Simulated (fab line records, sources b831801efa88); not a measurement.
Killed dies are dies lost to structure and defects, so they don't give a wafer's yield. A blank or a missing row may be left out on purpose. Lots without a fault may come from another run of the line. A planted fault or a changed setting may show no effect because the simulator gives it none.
fab line records | flow sky130
record lots=6 wafers=18 last_day=50
route steps=708 shown NWELL@63 PAD_OPEN@708
lots that met no fault: from a run of the same line without faults
start_h: hours from the record's first day to the start of the lot's first wafer shown | wait_h: hours since the lot's step before | " the same as in the row above | L1.1+2: a row that stands for several wafers | - no value, or no start given | * or withheld: withheld | < > ~ a bound
route shown NAME@n: a module of which the file shows steps, and the number in the route of the first | usual: mean/standard deviation of fault-free wafers | same: alike in all rows | chamber/n: place in a boat | sites: the reading at each site | _std_site: their standard deviation | _edge_site: outer sites' mean less inner sites' | radius_mm: how far each site lies from the wafer's centre | mask NAME#n: copy n | behind: the tool/chamber that last shaped the wafer | hold: why the lot was held/for how many hours/how that ended | device: the transistor (n, p or np) that didn't switch | end of line: the same wafers' tests at the end of the route | a step without rows: its recipe alone | killed: dies lost to structure and defects at the first sort, not the wafer's yield | map: a wafer's dies, x killed, . not, _ none there
set.NAME: the setting as run; set.NAME@STEP: as run at that earlier step | model.NAME: the simulator's own value behind a step, which no gauge read
lots at some steps of the route; a table a step, a row a wafer
services: from which hour (start_h, from the record's first day; less than 0 if before it) a tool's chamber was out of use, for how many hours, and why
## steps
# step SKY_NWELL_OVL_MEAS_10
# usual NWELL_00_OVL=0.2/1.7
# columns lot.wafer tool chamber start_h wait_h NWELL_00_OVL[nm]
L630.2 overlay-02 - 106.23 - -1.7
L630.3 " - " " -1.4
L630.5 " - " " -2.1
L631.4 overlay-02 - 111.29 - 0.0
L631.5 " - " " -0.1
L631.6 " - " " -1.1
L640.1 overlay-02 - 171.33 - -0.3
L640.2 " - " " -0.3
L640.5 " - " " -0.8
L643.3 overlay-01 - 185.92 - -0.8
L643.5 " - " " 1.2
L643.6 " - " " -0.1
L646.2 overlay-02 - 203.64 - -0.4
L646.3 " - " " -1.7
L646.6 " - " " -2.0
L649.2 overlay-01 - 216.84 - -1.6
L649.3 " - " " -1.1
L649.5 " - " " -0.1
# step SKY_NWELL_IMPLANT_11
# recipe species=P energy_kev=400 dose_cm2=1.9e+13 tilt_deg=withheld
# step SKY_NWELL_IMPLANT_12
# recipe species=P energy_kev=120 dose_cm2=1.3e+12 tilt_deg=withheld
# step SKY_NWELL_IMPLANT_13
# recipe species=P energy_kev=50 dose_cm2=7e+11 tilt_deg=withheld
# step SKY_NWELL_STRIP_14
# recipe chemistry=O2/N2 power_w=1400 pressure_mtorr=1500 platen_temp_c=withheld o2_flow_sccm=3000 n2_flow_sccm=300 overash_fraction=0.5
# usual drypump_motor_current_A=5.7/0.47 n2_flow_sccm=299.9/0.93 oes_product_au=0.723/0.0047 strip_time_to_endpoint_s=36.90/0.11
# columns lot.wafer tool chamber start_h wait_h drypump_motor_current_A n2_flow_sccm oes_product_au rf_hours_counter_h strip_time_to_endpoint_s
L630.2 plasma_asher-04 1 106.71 0.1 5.4 301.7 0.728 43 36.94
L630.3 " 1 " " 5.4 300.8 0.722 - 36.95
L630.5 " 1 " " 5.4 300.9 0.723 - 36.99
L631.4 plasma_asher-02 1 111.79 0.1 5.5 299.6 0.723 - 36.93
L631.5 " 1 " " 5.5 299.3 0.721 - 36.97
L631.6 " 0 " " 5.3 301.2 0.724 - 36.85
L640.1 plasma_asher-04 1 171.82 0.1 5.4 299.1 0.719 5 36.98
L640.2 " 0 " " 6.6 298.9 0.723 5 36.99
L640.5 " 1 " " 5.4 298.4 0.722 - 36.96
L643.3 plasma_asher-02 1 186.43 0.1 5.5 299.4 0.727 - 36.92
L643.5 " 1 " " 5.5 300.4 0.729 - 36.73
L643.6 " 0 " " 5.4 299.7 0.725 - 36.87
L646.2 plasma_asher-02 0 204.12 0.1 5.4 300.6 0.722 50 36.96
L646.3 " 0 " " 5.3 299.6 0.726 - 36.88
L646.6 " 0 " " 5.4 301.1 0.722 - 36.95
L649.2 plasma_asher-04 1 217.32 0.1 5.4 301.1 0.720 10 36.82
L649.3 " 0 " " 6.6 298.0 0.726 - 36.77
L649.5 " 0 " " 6.6 300.4 0.723 - 36.68
# step SKY_NWELL_TW_MEAS_15
# usual NWELL_TW=1833/13
# columns lot.wafer tool chamber start_h wait_h NWELL_TW
L630.2 film_metro-02 - 106.82 0.1 1815
L630.3 " - " " 1828
L630.5 " - " " 1813
L631.4 film_metro-04 - 111.89 0.1 1839
L631.5 " - " " 1833
L631.6 " - " " 1841
L640.1 film_metro-03 - 171.92 0.1 1846
L640.2 " - " " 1838
L640.5 " - " " 1842
L643.3 film_metro-04 - 186.51 0.1 1838
L643.5 " - " " 1837
L643.6 " - " " 1833
L646.2 film_metro-04 - 204.23 0.1 1846
L646.3 " - " " 1851
L646.6 " - " " 1840
L649.2 film_metro-04 - 217.43 0.1 1843
L649.3 " - " " 1841
L649.5 " - " " 1832
# step SKY_NWELL_DEHYDRATE_16
# recipe temp_c=200 time_s=60
# step SKY_NWELL_HMDS_17
# recipe prime_time_s=60 prime_temp_c=120
# step SKY_NWELL_COAT_18
# recipe spin_rpm=2000 resist_thk_nm=3000
# step SKY_NWELL_SOFTBAKE_19
# recipe temp_c=110 time_s=withheld
# step SKY_NWELL_EXPOSE_20
# recipe mask_id=NWM_COMPLEMENT na=0.6 source_shape=conventional sigma_outer=0.6 polarization=unpolarized target_cd_nm=840 dose_mj=260
# step SKY_NWELL_PEB_21
# recipe temp_c=115 time_s=withheld
# step SKY_NWELL_DEVELOP_22
# recipe wall_angle_deg=90 developer=TMAH develop_time_s=60 dev_temp_c=23
# usual developer_temp_C=23.02/0.096
# columns lot.wafer tool chamber start_h wait_h developer_temp_C
L630.2 litho_track-03 0 125 - 23.01
L630.3 " 0 " " 22.96
L630.5 " 0 " " 23.01
L631.4 litho_track-04 0 130 - 23.01
L631.5 " 0 " " 22.85
L631.6 " 0 " " 22.94
L640.1 litho_track-03 0 191 - 23.06
L640.2 " 0 " " 23.02
L640.5 " 0 " " 22.96
L643.3 litho_track-03 0 207 - 22.91
L643.5 " 0 " " 23.09
L643.6 " 0 " " 23.03
L646.2 litho_track-04 0 225 - 22.89
L646.3 " 0 " " 23.03
L646.6 " 0 " " 22.99
L649.2 litho_track-04 0 240 - 22.86
L649.3 " 0 " " 22.88
L649.5 " 0 " " 22.83
# step SKY_NWELL_OVL_MEAS_23
# usual NWELL_01_OVL=0.3/1.3
# columns lot.wafer tool chamber start_h wait_h NWELL_01_OVL[nm]
L630.2 overlay-02 - 125.39 - 0.5
L630.3 " - " " 2.5
L630.5 " - " " 1.0
L631.4 overlay-02 - 130.18 - 0.8
L631.5 " - " " 2.4
L631.6 " - " " 2.4
L640.1 overlay-02 - 192.03 - -
L640.2 " - " " -0.1
L640.5 " - " " 0.3
L643.3 overlay-02 - 207.54 - 0.2
L643.5 " - " " -0.4
L643.6 " - " " -
L646.2 overlay-02 - 225.66 - -0.6
L646.3 " - " " -2.2
L646.6 " - " " -1.6
L649.2 overlay-01 - 240.21 - -1.0
L649.3 " - " " -0.4
L649.5 " - " " 1.2
# step SKY_NWELL_IMPLANT_24
# recipe species=B energy_kev=140 dose_cm2=9.2e+12 tilt_deg=withheld
# step SKY_PAD_OPEN_PROBE_99
# usual killed_at_M0_to_M3=44/7.7 killed_at_M4_up=3.0/1.9 killed_at_contacts=25/5.6 killed_at_front_end=15/4.6 killed_at_other=0.3/0.47 killed_dies=86/9.9 killed_on_rim=17/3.6 killed_open=47/7.4 killed_short=39/5.9
# same gross_dies=492 killed_at_back_side=0
# columns lot.wafer tool chamber start_h wait_h killed_at_M0_to_M3 killed_at_M4_up killed_at_contacts killed_at_front_end killed_at_other killed_dies killed_on_rim killed_open killed_short
L631.4 prober-01 - 1107.76 0.2 37 5 31 10 1 84 16 37 47
L631.5 prober-01 - 1107.81 0.2 50 4 41 14 0 109 17 63 46
L631.6 prober-01 - 1107.86 0.2 49 2 24 24 0 99 17 53 46
L630.2 prober-01 - 1110.29 0.1 52 1 19 16 0 88 18 44 44
L630.3 prober-01 - 1110.34 0.2 32 3 24 15 0 74 17 37 37
L630.5 prober-01 - 1110.44 0.2 40 2 31 14 1 88 20 53 35
L640.1 prober-02 - 1165.64 0.1 47 6 21 418 0 492 96 45 48
L640.2 prober-02 - 1165.69 0.1 37 4 28 17 0 86 18 54 32
L640.5 prober-02 - 1165.84 0.2 45 5 36 10 0 96 20 62 34
L643.3 prober-01 - 1176.79 0.2 45 3 29 16 0 93 21 45 48
L643.5 prober-01 - 1176.89 0.2 47 1 30 21 0 99 13 53 46
L643.6 prober-01 - 1176.94 0.2 55 2 27 407 1 492 96 57 46
L646.2 prober-02 - 1189.96 0.1 39 2 36 13 0 90 24 43 47
L646.3 prober-02 - 1190.01 0.2 43 4 22 22 0 91 16 51 40
L646.6 prober-02 - 1190.16 0.2 36 5 27 12 1 81 14 38 43
L649.2 prober-01 - 1197.62 0.1 39 4 26 18 0 87 13 43 44
L649.3 prober-01 - 1197.67 0.2 46 1 16 20 1 84 22 41 43
L649.5 prober-01 - 1197.77 0.2 37 3 16 19 0 75 17 39 36
# killed by level:class
L631.4 LI_CONTACT:geometric_particle:open=10 CONTACT:geometric_particle:open=8 VIA1:geometric_particle:open=6 VIA3:geometric_particle:open=6 LOCAL_INTERCONNECT:geometric_particle:short=5 CONTACT:geometric_particle:short=5 METAL2:geometric_particle:short=5 METAL4:geometric_particle:short=4
L631.5 LI_CONTACT:geometric_particle:open=15 VIA1:geometric_particle:open=13 VIA3:geometric_particle:open=9 CONTACT:geometric_particle:open=7 LI_CONTACT:geometric_particle:short=6 CONTACT:geometric_particle:short=6 METAL2:geometric_particle:short=6 VIA2:geometric_particle:open=6
L631.6 VIA1:geometric_particle:open=10 CONTACT:geometric_particle:open=9 POLY_GATE:geometric_particle:open=8 VIA3:geometric_particle:open=8 LOCAL_INTERCONNECT:geometric_particle:short=7 METAL1:geometric_particle:short=6 VIA1:geometric_particle:short=6 VIA2:geometric_particle:open=6
L630.2 VIA1:geometric_particle:open=10 VIA3:geometric_particle:open=8 VIA3:geometric_particle:short=7 VIA2:geometric_particle:open=7 CONTACT:geometric_particle:open=6 VIA1:geometric_particle:short=5 SONOS_ONO:geometric_particle:short=5 FIELD_ISO:geometric_particle:short=4
L630.3 CONTACT:geometric_particle:open=9 VIA1:geometric_particle:open=9 CONTACT:geometric_particle:short=7 FIELD_ISO:geometric_particle:short=5 LI_CONTACT:geometric_particle:open=5 METAL1:geometric_particle:short=5 VIA1:geometric_particle:short=4 VIA3:geometric_particle:open=4
L630.5 LI_CONTACT:geometric_particle:open=13 CONTACT:geometric_particle:open=8 VIA1:geometric_particle:open=8 VIA3:geometric_particle:open=8 POLY_GATE:geometric_particle:open=5 METAL1:geometric_particle:short=5 VIA2:geometric_particle:open=5 LI_CONTACT:geometric_particle:short=4
L640.1 NWELL:area_develop=399 VIA1:geometric_particle:open=12 FIELD_ISO:geometric_particle:short=9 CONTACT:geometric_particle:open=9 VIA2:geometric_particle:open=9 METAL1:geometric_particle:short=6 VIA1:geometric_particle:short=5 LI_CONTACT:geometric_particle:open=4
L640.2 CONTACT:geometric_particle:open=12 VIA1:geometric_particle:open=9 VIA2:geometric_particle:open=8 LI_CONTACT:geometric_particle:open=7 VIA3:geometric_particle:open=6 METAL2:geometric_particle:short=5 FIELD_ISO:geometric_particle:short=4 POLY_GATE:geometric_particle:open=4
L640.5 CONTACT:geometric_particle:open=13 LI_CONTACT:geometric_particle:open=12 VIA1:geometric_particle:open=9 VIA2:geometric_particle:open=9 VIA3:geometric_particle:open=9 METAL1:geometric_particle:short=6 LOCAL_INTERCONNECT:geometric_particle:short=4 VIA3:geometric_particle:short=4
L643.3 CONTACT:geometric_particle:open=9 VIA2:geometric_particle:open=8 CONTACT:geometric_particle:short=7 FIELD_ISO:geometric_particle:short=6 LOCAL_INTERCONNECT:geometric_particle:short=6 VIA1:geometric_particle:short=6 VIA1:geometric_particle:open=6 VIA3:geometric_particle:open=6
L643.5 VIA2:geometric_particle:open=10 LI_CONTACT:geometric_particle:open=10 CONTACT:geometric_particle:open=10 VIA1:geometric_particle:open=8 FIELD_ISO:geometric_particle:short=7 METAL2:geometric_particle:short=7 CONTACT:geometric_particle:short=6 VIA3:geometric_particle:open=5
L643.6 NWELL:area_develop=389 CONTACT:geometric_particle:open=13 VIA1:geometric_particle:open=8 POLY_GATE:geometric_particle:open=7 LI_CONTACT:geometric_particle:open=7 METAL2:geometric_particle:short=7 METAL3:geometric_particle:short=7 VIA3:geometric_particle:short=7
L646.2 CONTACT:geometric_particle:open=12 CONTACT:geometric_particle:short=9 VIA2:geometric_particle:open=7 LI_CONTACT:geometric_particle:open=6 VIA3:geometric_particle:open=6 FIELD_ISO:geometric_particle:short=5 LOCAL_INTERCONNECT:geometric_particle:short=5 VIA1:geometric_particle:open=5
L646.3 VIA1:geometric_particle:open=11 FIELD_ISO:geometric_particle:open=7 VIA2:geometric_particle:open=7 CONTACT:geometric_particle:open=6 LI_CONTACT:geometric_particle:open=6 POLY_GATE:geometric_particle:open=5 CONTACT:geometric_particle:short=5 VIA3:geometric_particle:open=5
L646.6 CONTACT:geometric_particle:open=9 METAL1:geometric_particle:short=6 LI_CONTACT:geometric_particle:open=5 CONTACT:geometric_particle:short=5 VIA2:geometric_particle:open=5 METAL4:geometric_particle:short=5 VIA3:geometric_particle:open=4 LI_CONTACT:geometric_particle:short=4
L649.2 VIA1:geometric_particle:open=11 LI_CONTACT:geometric_particle:open=9 FIELD_ISO:geometric_particle:short=8 CONTACT:geometric_particle:open=6 VIA1:geometric_particle:short=6 POLY_GATE:geometric_particle:open=5 VIA3:geometric_particle:open=5 LI_CONTACT:geometric_particle:short=5
L649.3 VIA1:geometric_particle:open=12 POLY_GATE:geometric_particle:short=7 VIA3:geometric_particle:open=7 FIELD_ISO:geometric_particle:short=5 CONTACT:geometric_particle:open=5 VIA2:geometric_particle:open=5 LI_CONTACT:geometric_particle:short=4 VIA1:geometric_particle:short=4
L649.5 METAL2:geometric_particle:short=7 VIA2:geometric_particle:open=7 LI_CONTACT:geometric_particle:open=6 POLY_GATE:geometric_particle:open=5 POLY_GATE:geometric_particle:short=5 VIA1:geometric_particle:open=5 VIA3:geometric_particle:open=5 CONTACT:geometric_particle:open=4
# map L640.1 (x killed, . not)
__________xxxxxxxxxx_________
________xxxxxxxxxxxxxx_______
______xxxxxxxxxxxxxxxxxx_____
_____xxxxxxxxxxxxxxxxxxxx____
____xxxxxxxxxxxxxxxxxxxxxx___
___xxxxxxxxxxxxxxxxxxxxxxxx__
__xxxxxxxxxxxxxxxxxxxxxxxxxx_
_xxxxxxxxxxxxxxxxxxxxxxxxxxxx
_xxxxxxxxxxxxxxxxxxxxxxxxxxxx
_xxxxxxxxxxxxxxxxxxxxxxxxxxxx
_xxxxxxxxxxxxxxxxxxxxxxxxxxxx
_xxxxxxxxxxxxxxxxxxxxxxxxxxxx
_xxxxxxxxxxxxxxxxxxxxxxxxxxxx
_xxxxxxxxxxxxxxxxxxxxxxxxxxxx
_xxxxxxxxxxxxxxxxxxxxxxxxxxxx
__xxxxxxxxxxxxxxxxxxxxxxxxxx_
___xxxxxxxxxxxxxxxxxxxxxxxx__
____xxxxxxxxxxxxxxxxxxxxxx___
_____xxxxxxxxxxxxxxxxxxxx____
______xxxxxxxxxxxxxxxxxx_____
________xxxxxxxxxxxxxx_______
__________xxxxxxxxxx_________
# map L643.6 (x killed, . not)
__________xxxxxxxxxx_________
________xxxxxxxxxxxxxx_______
______xxxxxxxxxxxxxxxxxx_____
_____xxxxxxxxxxxxxxxxxxxx____
____xxxxxxxxxxxxxxxxxxxxxx___
___xxxxxxxxxxxxxxxxxxxxxxxx__
__xxxxxxxxxxxxxxxxxxxxxxxxxx_
_xxxxxxxxxxxxxxxxxxxxxxxxxxxx
_xxxxxxxxxxxxxxxxxxxxxxxxxxxx
_xxxxxxxxxxxxxxxxxxxxxxxxxxxx
_xxxxxxxxxxxxxxxxxxxxxxxxxxxx
_xxxxxxxxxxxxxxxxxxxxxxxxxxxx
_xxxxxxxxxxxxxxxxxxxxxxxxxxxx
_xxxxxxxxxxxxxxxxxxxxxxxxxxxx
_xxxxxxxxxxxxxxxxxxxxxxxxxxxx
__xxxxxxxxxxxxxxxxxxxxxxxxxx_
___xxxxxxxxxxxxxxxxxxxxxxxx__
____xxxxxxxxxxxxxxxxxxxxxx___
_____xxxxxxxxxxxxxxxxxxxx____
______xxxxxxxxxxxxxxxxxx_____
________xxxxxxxxxxxxxx_______
__________xxxxxxxxxx_________
## services
# columns tool chamber start_h hours kind
plasma_asher-04 - 108.75 9.0 pm
plasma_asher-04 0 108.75 9.0 vent_cycle
plasma_asher-04 1 108.75 9.0 vent_cycle
plasma_asher-04 0 117.75 - clean
plasma_asher-04 1 117.75 - clean
plasma_asher-04 - 132.58 1.4 repair
## key
first_sign step=SKY_NWELL_OVL_MEAS_23 reading=NWELL_01_OVL direction=missing
effect step=SKY_PAD_OPEN_PROBE_99 reading=killed_at_front_end direction=up sigmas=87 usual=15 struck=412
more_kills_born_at SKY_NWELL_DEVELOP_22@litho_track-03=788
met_at SKY_NWELL_DEVELOP_22
struck_wafers L640.1,L643.6
tester_left_out L640,L643
fault kind=process_parameter_drift tool=litho_track-03 chamber=- onset_h=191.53 steps=SKY_NWELL_DEVELOP_22 channel=develop_time_s offset=* shape=step end_h=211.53 scope=struck_wafers_only acts_in=* stated=*
# tester_left_out: of these lots the tester's yield and bins aren't shown, on N5 and GAA mostly nor the transistor test; their killed dies are dies lost to structure and defects alone, not to doping, threshold or leakage, so they don't give the yield
